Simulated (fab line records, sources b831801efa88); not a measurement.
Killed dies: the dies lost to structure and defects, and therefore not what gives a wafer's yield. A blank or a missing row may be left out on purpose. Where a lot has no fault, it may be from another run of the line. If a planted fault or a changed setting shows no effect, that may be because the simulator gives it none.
Which tool was responsible? || flow gf180mcu || 7 lots with 21 wafers sampled at 2 steps, on a route of 602 steps

WHAT THE GAUGES READ, wafer by wafer
GF_HV_LDD_OVL_MEAS_47.
{"lot": "L702", "measured": "day 12 17:28", "on": "overlay-01", "HV_LDD_03_OVL (nm)": "-1.8 -0.2 -1.6"}
{"lot": "L705", "measured": "day 13 15:45", "on": "overlay-01", "HV_LDD_03_OVL (nm)": "-2.7 -2.2 -3.2"}
{"lot": "L707", "measured": "day 14 12:07", "on": "overlay-01", "HV_LDD_03_OVL (nm)": "-2.3 -2.0 -1.4"}
{"lot": "L709", "measured": "day 15 00:04", "on": "overlay-01", "HV_LDD_03_OVL (nm)": "-2.6 -5.3 -2.8"}
{"lot": "L712", "measured": "day 16 01:40", "on": "overlay-01", "HV_LDD_03_OVL (nm)": "-0.6 0.3 -0.3"}
{"lot": "L714", "measured": "day 16 15:49", "on": "overlay-01", "HV_LDD_03_OVL (nm)": "-1.2 -1.0 0.3"}
{"lot": "L718", "measured": "day 18 03:24", "on": "overlay-02", "HV_LDD_03_OVL (nm)": "-1.0 1.2 -0.9"}

EACH LOT AND THE TOOL THAT RAN IT (in order: tool; ch and the chambers of the sampled wafers; start)
{"lot": "L702", "GF_VT_IMPLANT_DEVELOP_39": "litho_track-01 ch 0, day 7 19:33"}
{"lot": "L705", "GF_VT_IMPLANT_DEVELOP_39": "litho_track-01 ch 0, day 8 15:30"}
{"lot": "L707", "GF_VT_IMPLANT_DEVELOP_39": "litho_track-03 ch 0, day 9 06:04"}
{"lot": "L709", "GF_VT_IMPLANT_DEVELOP_39": "litho_track-02 ch 0, day 9 16:53"}
{"lot": "L712", "GF_VT_IMPLANT_DEVELOP_39": "litho_track-03 ch 0, day 10 13:38"}
{"lot": "L714", "GF_VT_IMPLANT_DEVELOP_39": "litho_track-03 ch 0, day 11 04:55"}
{"lot": "L718", "GF_VT_IMPLANT_DEVELOP_39": "litho_track-03 ch 0, day 12 09:23"}
- GF_VT_IMPLANT_DEVELOP_39: develop time 60 s.

THE ANSWER, worked out from the rows above alone
Rule: usual is defined by the lots themselves. The widest of any qualifying gaps counts: lots, ordered by their means at a reading, are off when they make up no more than a third of the lots, leave a main group of 4 or more, and stand apart from it by 3 or more times the standard deviation of that group's means. If all means in a main group match to the digits the tables above print for the reading, that group is not used. A lot without any number at a reading at which 4 lots or more have one is off too. Where the step has rows for the other lots, those lots are counted as sound.
None of the lots is off at any reading shown; this tells nothing.

WHAT HAD BEEN PUT IN BY THE SIMULATOR
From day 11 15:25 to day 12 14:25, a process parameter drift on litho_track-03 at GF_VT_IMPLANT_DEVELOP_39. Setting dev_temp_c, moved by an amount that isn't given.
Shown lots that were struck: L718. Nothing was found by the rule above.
